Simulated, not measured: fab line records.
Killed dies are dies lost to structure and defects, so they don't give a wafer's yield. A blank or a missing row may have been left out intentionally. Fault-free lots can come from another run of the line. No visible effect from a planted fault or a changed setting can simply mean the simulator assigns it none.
fab line records :: flow sky130 :: part 2 of 2: steps 29 to 40 of 40
record
  lots=5
  wafers=15
  last-day=49
route steps=708 shown VIA2@509 METAL3@532 CAPM@537
lots untouched by any fault: they come from a run of this same line in which no faults occurred
start-h: the number of hours between the record's first day and the start of the first shown wafer of the lot :: wait-h: hours since the lot's step before :: " same as the row above :: L1.1+2: several wafers, shown together as one row :: - either no value or no given start :: * or withheld: withheld :: < > ~ a bound
route shown NAME@n: names a module that has steps shown in the file, with the first one's number in the route :: usual: mean and standard deviation over wafers with no fault :: same: alike in all rows :: chamber/n: place in a boat :: sites: each site's reading :: _std_site: standard deviation of those values :: _edge_site: outer sites' mean less inner sites' :: radius-mm: for every site, how far away it sits from the centre of the wafer :: mask NAME#n: copy n :: behind: tool/chamber where the wafer was last shaped :: hold: why the lot went on hold/how many hours it stayed there/how the hold came to an end :: device: whichever transistor did not switch (one of n, p or np) :: end of line: tests run on the same wafers once the route is complete :: a step with no rows: only its recipe :: killed: count of dies lost to structure and defects at first sort (not the wafer's yield) :: map: a wafer's dies, x killed, . not, _ none there
set.NAME: the setting as run; set.NAME@STEP: as run at that earlier step :: model.NAME: the simulator's own value behind a step, which no gauge read
lots at some steps of the route; a table a step, a row a wafer
services: when a tool's chamber went out of use (start-h, in hours from the record's first day, below 0 if earlier), for how many hours, and the reason
## steps
# step SKY_CAPM_CVD_00
# recipe
  material=SiO2
  target-thk-nm=15.5
  temp-c=400
  time-s=withheld
  rf-w=450
# usual
  heater-power-w=699/130
lot.wafer: L078.3
tool: pecvd-01
chamber: 1
start-h: 872.60
wait-h: 0.0
heater-power-w: 531

lot.wafer: L078.5
tool: pecvd-01
chamber: 1
start-h: 872.60
wait-h: 0.0
heater-power-w: 528

lot.wafer: L078.6
tool: pecvd-01
chamber: 2
start-h: 872.60
wait-h: 0.0
heater-power-w: 690

lot.wafer: L079.3
tool: pecvd-04
chamber: 2
start-h: 896.17
wait-h: 0.0
heater-power-w: 593

lot.wafer: L079.4
tool: pecvd-04
chamber: 2
start-h: 896.17
wait-h: 0.0
heater-power-w: 610

lot.wafer: L079.6
tool: pecvd-04
chamber: 0
start-h: 896.17
wait-h: 0.0
heater-power-w: 720

lot.wafer: L082.1
tool: pecvd-01
chamber: 1
start-h: 907.41
wait-h: 0.0
heater-power-w: 530

lot.wafer: L082.2
tool: pecvd-01
chamber: 2
start-h: 907.41
wait-h: 0.0
heater-power-w: 764

lot.wafer: L082.4
tool: pecvd-01
chamber: 2
start-h: 907.41
wait-h: 0.0
heater-power-w: 779

lot.wafer: L091.1
tool: pecvd-04
chamber: 1
start-h: 971.28
wait-h: 0.0
heater-power-w: 776

lot.wafer: L091.3
tool: pecvd-04
chamber: 0
start-h: 971.28
wait-h: 0.0
heater-power-w: 771

lot.wafer: L091.5
tool: pecvd-04
chamber: 1
start-h: 971.28
wait-h: 0.0
heater-power-w: 802

lot.wafer: L094.1
tool: pecvd-01
chamber: 1
start-h: 993.35
wait-h: 0.0
heater-power-w: 518

lot.wafer: L094.3
tool: pecvd-01
chamber: 2
start-h: 993.35
wait-h: 0.0
heater-power-w: 763

lot.wafer: L094.5
tool: pecvd-01
chamber: 0
start-h: 993.35
wait-h: 0.0
heater-power-w: 696
# step SKY_CAPM_THK_MEAS_01
# recipe
  reads=SiO2_of_CAPM_CVD_00
# usual
  CAPM_CVD_00_THK=15.45/0.24
lot.wafer: L078.3
tool: film-metro-02
chamber: -
start-h: 872.64
wait-h: -
CAPM_CVD_00_THK[nm]: 15.27

lot.wafer: L078.5
tool: film-metro-02
chamber: -
start-h: 872.64
wait-h: -
CAPM_CVD_00_THK[nm]: 15.54

lot.wafer: L078.6
tool: film-metro-02
chamber: -
start-h: 872.64
wait-h: -
CAPM_CVD_00_THK[nm]: 15.53

lot.wafer: L079.3
tool: film-metro-04
chamber: -
start-h: 896.21
wait-h: -
CAPM_CVD_00_THK[nm]: 15.54

lot.wafer: L079.4
tool: film-metro-04
chamber: -
start-h: 896.21
wait-h: -
CAPM_CVD_00_THK[nm]: 15.76

lot.wafer: L079.6
tool: film-metro-04
chamber: -
start-h: 896.21
wait-h: -
CAPM_CVD_00_THK[nm]: 15.74

lot.wafer: L082.1
tool: film-metro-04
chamber: -
start-h: 907.44
wait-h: -
CAPM_CVD_00_THK[nm]: 15.27

lot.wafer: L082.2
tool: film-metro-04
chamber: -
start-h: 907.44
wait-h: -
CAPM_CVD_00_THK[nm]: 15.40

lot.wafer: L082.4
tool: film-metro-04
chamber: -
start-h: 907.44
wait-h: -
CAPM_CVD_00_THK[nm]: 15.57

lot.wafer: L091.1
tool: film-metro-02
chamber: -
start-h: 971.31
wait-h: -
CAPM_CVD_00_THK[nm]: 15.52

lot.wafer: L091.3
tool: film-metro-02
chamber: -
start-h: 971.31
wait-h: -
CAPM_CVD_00_THK[nm]: 15.66

lot.wafer: L091.5
tool: film-metro-02
chamber: -
start-h: 971.31
wait-h: -
CAPM_CVD_00_THK[nm]: 15.70

lot.wafer: L094.1
tool: film-metro-04
chamber: -
start-h: 993.37
wait-h: -
CAPM_CVD_00_THK[nm]: 15.11

lot.wafer: L094.3
tool: film-metro-04
chamber: -
start-h: 993.37
wait-h: -
CAPM_CVD_00_THK[nm]: 15.15

lot.wafer: L094.5
tool: film-metro-04
chamber: -
start-h: 993.37
wait-h: -
CAPM_CVD_00_THK[nm]: 15.53
# step SKY_CAPM_SPUTTER_02
# recipe
  material=TiN
  target-thk-nm=200
  temp-c=300
  power-w=6500
  time-s=166.7
  chamber-pressure-pa=0.4
# usual
  throttle-valve-pct=30.3/1.3
lot.wafer: L078.3
tool: pvd-sputter-04
chamber: -
start-h: 872.68
wait-h: 0.0
throttle-valve-pct: 31.7

lot.wafer: L078.5
tool: pvd-sputter-04
chamber: -
start-h: 872.68
wait-h: 0.0
throttle-valve-pct: 31.6

lot.wafer: L078.6
tool: pvd-sputter-04
chamber: -
start-h: 872.68
wait-h: 0.0
throttle-valve-pct: 29.7

lot.wafer: L079.3
tool: pvd-sputter-02
chamber: -
start-h: 896.25
wait-h: 0.0
throttle-valve-pct: 26.9

lot.wafer: L079.4
tool: pvd-sputter-02
chamber: -
start-h: 896.25
wait-h: 0.0
throttle-valve-pct: 27.0

lot.wafer: L079.6
tool: pvd-sputter-02
chamber: -
start-h: 896.25
wait-h: 0.0
throttle-valve-pct: 29.7

lot.wafer: L082.1
tool: pvd-sputter-04
chamber: -
start-h: 907.50
wait-h: 0.1
throttle-valve-pct: 31.5

lot.wafer: L082.2
tool: pvd-sputter-04
chamber: -
start-h: 907.50
wait-h: 0.1
throttle-valve-pct: 31.2

lot.wafer: L082.4
tool: pvd-sputter-04
chamber: -
start-h: 907.50
wait-h: 0.1
throttle-valve-pct: 29.7

lot.wafer: L091.1
tool: pvd-sputter-03
chamber: -
start-h: 971.37
wait-h: 0.1
throttle-valve-pct: 30.5

lot.wafer: L091.3
tool: pvd-sputter-03
chamber: -
start-h: 971.37
wait-h: 0.1
throttle-valve-pct: 30.0

lot.wafer: L091.5
tool: pvd-sputter-03
chamber: -
start-h: 971.37
wait-h: 0.1
throttle-valve-pct: 30.4

lot.wafer: L094.1
tool: pvd-sputter-02
chamber: -
start-h: 993.43
wait-h: 0.1
throttle-valve-pct: 30.0

lot.wafer: L094.3
tool: pvd-sputter-02
chamber: -
start-h: 993.43
wait-h: 0.1
throttle-valve-pct: 29.6

lot.wafer: L094.5
tool: pvd-sputter-02
chamber: -
start-h: 993.43
wait-h: 0.1
throttle-valve-pct: 29.5
# step SKY_CAPM_RS_MEAS_03
# recipe
  thk-meas-gauge=four-point-probe
  reads=TiN_of_CAPM_SPUTTER_02
# usual
  CAPM_TIN_RS=6.96/0.078
lot.wafer: L078.3
tool: film-metro-04
chamber: -
start-h: 872.83
wait-h: 0.1
CAPM_TIN_RS[ohm/sq]: 6.91

lot.wafer: L078.5
tool: film-metro-04
chamber: -
start-h: 872.83
wait-h: 0.1
CAPM_TIN_RS[ohm/sq]: 6.96

lot.wafer: L078.6
tool: film-metro-04
chamber: -
start-h: 872.83
wait-h: 0.1
CAPM_TIN_RS[ohm/sq]: 6.96

lot.wafer: L079.3
tool: film-metro-03
chamber: -
start-h: 896.40
wait-h: 0.1
CAPM_TIN_RS[ohm/sq]: 7.09

lot.wafer: L079.4
tool: film-metro-03
chamber: -
start-h: 896.40
wait-h: 0.1
CAPM_TIN_RS[ohm/sq]: 6.94

lot.wafer: L079.6
tool: film-metro-03
chamber: -
start-h: 896.40
wait-h: 0.1
CAPM_TIN_RS[ohm/sq]: 6.98

lot.wafer: L082.1
tool: film-metro-03
chamber: -
start-h: 907.61
wait-h: 0.1
CAPM_TIN_RS[ohm/sq]: 7.09

lot.wafer: L082.2
tool: film-metro-03
chamber: -
start-h: 907.61
wait-h: 0.1
CAPM_TIN_RS[ohm/sq]: 7.01

lot.wafer: L082.4
tool: film-metro-03
chamber: -
start-h: 907.61
wait-h: 0.1
CAPM_TIN_RS[ohm/sq]: 7.11

lot.wafer: L091.1
tool: film-metro-02
chamber: -
start-h: 971.48
wait-h: 0.1
CAPM_TIN_RS[ohm/sq]: 6.96

lot.wafer: L091.3
tool: film-metro-02
chamber: -
start-h: 971.48
wait-h: 0.1
CAPM_TIN_RS[ohm/sq]: 7.03

lot.wafer: L091.5
tool: film-metro-02
chamber: -
start-h: 971.48
wait-h: 0.1
CAPM_TIN_RS[ohm/sq]: 6.90

lot.wafer: L094.1
tool: film-metro-02
chamber: -
start-h: 993.54
wait-h: 0.1
CAPM_TIN_RS[ohm/sq]: 6.83

lot.wafer: L094.3
tool: film-metro-02
chamber: -
start-h: 993.54
wait-h: 0.1
CAPM_TIN_RS[ohm/sq]: 6.90

lot.wafer: L094.5
tool: film-metro-02
chamber: -
start-h: 993.54
wait-h: 0.1
CAPM_TIN_RS[ohm/sq]: 6.84
# step SKY_CAPM_THK_MEAS_04
# recipe
  thk-meas-gauge=xrf
  reads=TiN_of_CAPM_SPUTTER_02
# usual
  CAPM_TIN_THK=193.1/2.5
lot.wafer: L078.3
tool: film-metro-04
chamber: -
start-h: 872.93
wait-h: 0.1
CAPM_TIN_THK[nm]: 195.8

lot.wafer: L078.5
tool: film-metro-04
chamber: -
start-h: 872.93
wait-h: 0.1
CAPM_TIN_THK[nm]: 194.7

lot.wafer: L078.6
tool: film-metro-04
chamber: -
start-h: 872.93
wait-h: 0.1
CAPM_TIN_THK[nm]: 194.3

lot.wafer: L079.3
tool: film-metro-03
chamber: -
start-h: 896.50
wait-h: 0.1
CAPM_TIN_THK[nm]: 188.7

lot.wafer: L079.4
tool: film-metro-03
chamber: -
start-h: 896.50
wait-h: 0.1
CAPM_TIN_THK[nm]: 193.7

lot.wafer: L079.6
tool: film-metro-03
chamber: -
start-h: 896.50
wait-h: 0.1
CAPM_TIN_THK[nm]: 192.2

lot.wafer: L082.1
tool: film-metro-03
chamber: -
start-h: 907.73
wait-h: 0.1
CAPM_TIN_THK[nm]: 189.1

lot.wafer: L082.2
tool: film-metro-03
chamber: -
start-h: 907.73
wait-h: 0.1
CAPM_TIN_THK[nm]: 191.9

lot.wafer: L082.4
tool: film-metro-03
chamber: -
start-h: 907.73
wait-h: 0.1
CAPM_TIN_THK[nm]: 189.4

lot.wafer: L091.1
tool: film-metro-02
chamber: -
start-h: 971.60
wait-h: 0.1
CAPM_TIN_THK[nm]: 194.0

lot.wafer: L091.3
tool: film-metro-02
chamber: -
start-h: 971.60
wait-h: 0.1
CAPM_TIN_THK[nm]: 191.9

lot.wafer: L091.5
tool: film-metro-02
chamber: -
start-h: 971.60
wait-h: 0.1
CAPM_TIN_THK[nm]: 196.2

lot.wafer: L094.1
tool: film-metro-02
chamber: -
start-h: 993.66
wait-h: 0.1
CAPM_TIN_THK[nm]: 196.7

lot.wafer: L094.3
tool: film-metro-02
chamber: -
start-h: 993.66
wait-h: 0.1
CAPM_TIN_THK[nm]: 195.3

lot.wafer: L094.5
tool: film-metro-02
chamber: -
start-h: 993.66
wait-h: 0.1
CAPM_TIN_THK[nm]: 196.1
# step SKY_CAPM_DEHYDRATE_05
# recipe
  temp-c=200
  time-s=60
# usual
  plate-temp-C=200.00/0.16
lot.wafer: L078.3
tool: litho-track-02
chamber: 0
start-h: 884.87
wait-h: 11.9
plate-temp-C: 199.87

lot.wafer: L078.5
tool: litho-track-02
chamber: 0
start-h: 884.87
wait-h: 11.9
plate-temp-C: 200.21

lot.wafer: L078.6
tool: litho-track-02
chamber: 0
start-h: 884.87
wait-h: 11.9
plate-temp-C: 200.15

lot.wafer: L079.3
tool: litho-track-03
chamber: 0
start-h: 908.27
wait-h: 11.8
plate-temp-C: 200.07

lot.wafer: L079.4
tool: litho-track-03
chamber: 0
start-h: 908.27
wait-h: 11.8
plate-temp-C: 200.24

lot.wafer: L079.6
tool: litho-track-03
chamber: 0
start-h: 908.27
wait-h: 11.8
plate-temp-C: 200.11

lot.wafer: L082.1
tool: litho-track-03
chamber: 0
start-h: 920.07
wait-h: 12.3
plate-temp-C: 200.03

lot.wafer: L082.2
tool: litho-track-03
chamber: 0
start-h: 920.07
wait-h: 12.3
plate-temp-C: 199.99

lot.wafer: L082.4
tool: litho-track-03
chamber: 0
start-h: 920.07
wait-h: 12.3
plate-temp-C: 199.78

lot.wafer: L091.1
tool: litho-track-03
chamber: 0
start-h: 982.82
wait-h: 11.2
plate-temp-C: 199.99

lot.wafer: L091.3
tool: litho-track-03
chamber: 0
start-h: 982.82
wait-h: 11.2
plate-temp-C: 200.47

lot.wafer: L091.5
tool: litho-track-03
chamber: 0
start-h: 982.82
wait-h: 11.2
plate-temp-C: 200.23

lot.wafer: L094.1
tool: litho-track-02
chamber: 0
start-h: 1003.82
wait-h: 10.1
plate-temp-C: 199.99

lot.wafer: L094.3
tool: litho-track-02
chamber: 0
start-h: 1003.82
wait-h: 10.1
plate-temp-C: 200.08

lot.wafer: L094.5
tool: litho-track-02
chamber: 0
start-h: 1003.82
wait-h: 10.1
plate-temp-C: 200.08
# step SKY_CAPM_HMDS_06
# recipe
  prime-time-s=60
  prime-temp-c=120
lot.wafer: L078.3+5+6
tool: litho-track-02
chamber: 0
start-h: 885.02
wait-h: 0.1

lot.wafer: L079.3+4+6
tool: litho-track-03
chamber: 0
start-h: 908.42
wait-h: 0.1

lot.wafer: L082.1+2+4
tool: litho-track-03
chamber: 0
start-h: 920.22
wait-h: 0.1

lot.wafer: L091.1+3+5
tool: litho-track-03
chamber: 0
start-h: 982.97
wait-h: 0.1

lot.wafer: L094.1+3+5
tool: litho-track-02
chamber: 0
start-h: 1003.97
wait-h: 0.1
# step SKY_CAPM_COAT_07
# recipe
  resist=NOVOLAK
  spin-rpm=3000
  resist-thk-nm=1140
lot.wafer: L078.3+5+6
tool: litho-track-02
chamber: 0
start-h: 885.17
wait-h: 0.1

lot.wafer: L079.3+4+6
tool: litho-track-03
chamber: 0
start-h: 908.57
wait-h: 0.1

lot.wafer: L082.1+2+4
tool: litho-track-03
chamber: 0
start-h: 920.37
wait-h: 0.1

lot.wafer: L091.1+3+5
tool: litho-track-03
chamber: 0
start-h: 983.12
wait-h: 0.1

lot.wafer: L094.1+3+5
tool: litho-track-02
chamber: 0
start-h: 1004.12
wait-h: 0.1
# step SKY_CAPM_SOFTBAKE_08
# recipe
  temp-c=90
  time-s=60
  resist=NOVOLAK
# usual
  plate-temp-C=89.99/0.12
lot.wafer: L078.3
tool: litho-track-02
chamber: 0
start-h: 885.32
wait-h: 0.1
plate-temp-C: 89.93

lot.wafer: L078.5
tool: litho-track-02
chamber: 0
start-h: 885.32
wait-h: 0.1
plate-temp-C: 90.04

lot.wafer: L078.6
tool: litho-track-02
chamber: 0
start-h: 885.32
wait-h: 0.1
plate-temp-C: 89.93

lot.wafer: L079.3
tool: litho-track-03
chamber: 0
start-h: 908.72
wait-h: 0.1
plate-temp-C: 90.00

lot.wafer: L079.4
tool: litho-track-03
chamber: 0
start-h: 908.72
wait-h: 0.1
plate-temp-C: 90.28

lot.wafer: L079.6
tool: litho-track-03
chamber: 0
start-h: 908.72
wait-h: 0.1
plate-temp-C: 90.04

lot.wafer: L082.1
tool: litho-track-03
chamber: 0
start-h: 920.52
wait-h: 0.1
plate-temp-C: 90.04

lot.wafer: L082.2
tool: litho-track-03
chamber: 0
start-h: 920.52
wait-h: 0.1
plate-temp-C: 89.68

lot.wafer: L082.4
tool: litho-track-03
chamber: 0
start-h: 920.52
wait-h: 0.1
plate-temp-C: 89.83

lot.wafer: L091.1
tool: litho-track-03
chamber: 0
start-h: 983.27
wait-h: 0.1
plate-temp-C: 89.95

lot.wafer: L091.3
tool: litho-track-03
chamber: 0
start-h: 983.27
wait-h: 0.1
plate-temp-C: 89.93

lot.wafer: L091.5
tool: litho-track-03
chamber: 0
start-h: 983.27
wait-h: 0.1
plate-temp-C: 90.15

lot.wafer: L094.1
tool: litho-track-02
chamber: 0
start-h: 1004.27
wait-h: 0.1
plate-temp-C: 89.99

lot.wafer: L094.3
tool: litho-track-02
chamber: 0
start-h: 1004.27
wait-h: 0.1
plate-temp-C: 89.96

lot.wafer: L094.5
tool: litho-track-02
chamber: 0
start-h: 1004.27
wait-h: 0.1
plate-temp-C: 89.86
# step SKY_CAPM_EXPOSE_09
# recipe
  mask-id=CAPM
  na=0.6
  source-shape=conventional
  sigma-outer=0.6
  polarization=unpolarized
  target-cd-nm=1000
  dose-mj=159
lot.wafer: L078.3+5+6
tool: iline-stepper-02
chamber: 0
start-h: -
wait-h: -
mask: CAPM#0

lot.wafer: L079.3+4+6
tool: iline-stepper-02
chamber: 0
start-h: -
wait-h: -
mask: CAPM#0

lot.wafer: L082.1+2+4
tool: iline-stepper-01
chamber: 0
start-h: -
wait-h: -
mask: CAPM#0

lot.wafer: L091.1+3+5
tool: iline-stepper-01
chamber: 0
start-h: -
wait-h: -
mask: CAPM#0

lot.wafer: L094.1+3+5
tool: iline-stepper-02
chamber: 0
start-h: -
wait-h: -
mask: CAPM#0
# step SKY_CAPM_PEB_10
# recipe
  temp-c=withheld
  time-s=*
  resist=NOVOLAK
lot.wafer: L078.3+5+6
tool: litho-track-03
chamber: 0
start-h: -
wait-h: -

lot.wafer: L079.3+4+6
tool: litho-track-02
chamber: 0
start-h: -
wait-h: -

lot.wafer: L082.1+2+4
tool: litho-track-03
chamber: 0
start-h: -
wait-h: -

lot.wafer: L091.1+3+5
tool: litho-track-02
chamber: 0
start-h: -
wait-h: -

lot.wafer: L094.1+3+5
tool: litho-track-01
chamber: 0
start-h: -
wait-h: -
# step SKY_CAPM_DEVELOP_11
# recipe
  resist=NOVOLAK
  developer=TMAH
  develop-time-s=60
  dev-temp-c=23
lot.wafer: L078.3+5+6
tool: litho-track-03
chamber: 0
start-h: 897.57
wait-h: 0.1

lot.wafer: L079.3+4+6
tool: litho-track-02
chamber: 0
start-h: 921.37
wait-h: 0.1

lot.wafer: L082.1+2+4
tool: litho-track-03
chamber: 0
start-h: 932.77
wait-h: 0.1

lot.wafer: L091.1+3+5
tool: litho-track-02
chamber: 0
start-h: 995.22
wait-h: 0.1

lot.wafer: L094.1+3+5
tool: litho-track-01
chamber: 0
start-h: 1016.35
wait-h: 0.1
## services
tool: rie-diel-02
chamber: 2
start-h: 821.93
hours: 2.3
kind: repair

tool: cmp-01
chamber: -
start-h: 822.94
hours: 3.6
kind: pm

tool: cmp-02
chamber: -
start-h: 827.09
hours: 6.3
kind: pm

tool: cmp-01
chamber: -
start-h: 831.97
hours: 3.4
kind: repair

tool: rie-diel-02
chamber: 3
start-h: 832.49
hours: 1.4
kind: repair

tool: pvd-sputter-01
chamber: -
start-h: 835.41
hours: 3.3
kind: repair

tool: krf-scanner-01
chamber: -
start-h: 841.44
hours: 1.0
kind: pm

tool: iline-stepper-02
chamber: -
start-h: 845.90
hours: 2.1
kind: pm

tool: rie-diel-02
chamber: 0
start-h: 849.59
hours: 16.8
kind: repair

tool: cmp-01
chamber: -
start-h: 854.05
hours: 3.3
kind: pm

tool: krf-scanner-01
chamber: -
start-h: 859.57
hours: 0.5
kind: repair

tool: rie-diel-02
chamber: 2
start-h: 885.00
hours: 10.0
kind: repair

tool: pvd-sputter-04
chamber: -
start-h: 886.14
hours: 12.2
kind: repair

tool: pvd-sputter-03
chamber: -
start-h: 894.75
hours: 8.1
kind: repair

tool: pvd-sputter-04
chamber: -
start-h: 902.64
hours: 3.2
kind: repair

tool: pvd-sputter-01
chamber: -
start-h: 908.89
hours: 2.0
kind: repair

tool: cmp-01
chamber: -
start-h: 912.00
hours: 4.0
kind: pm

tool: cmp-02
chamber: -
start-h: 931.77
hours: 1.3
kind: repair

tool: cmp-02
chamber: -
start-h: 954.67
hours: 0.9
kind: repair

tool: pvd-sputter-02
chamber: -
start-h: 964.05
hours: 6.7
kind: repair

tool: pvd-sputter-02
chamber: -
start-h: 985.63
hours: 2.1
kind: repair

tool: rie-diel-02
chamber: 1
start-h: 1001.42
hours: 42.4
kind: repair

tool: rie-diel-02
chamber: -
start-h: 1003.77
hours: 1.2
kind: repair

tool: cmp-02
chamber: -
start-h: 1004.01
hours: 5.1
kind: pm
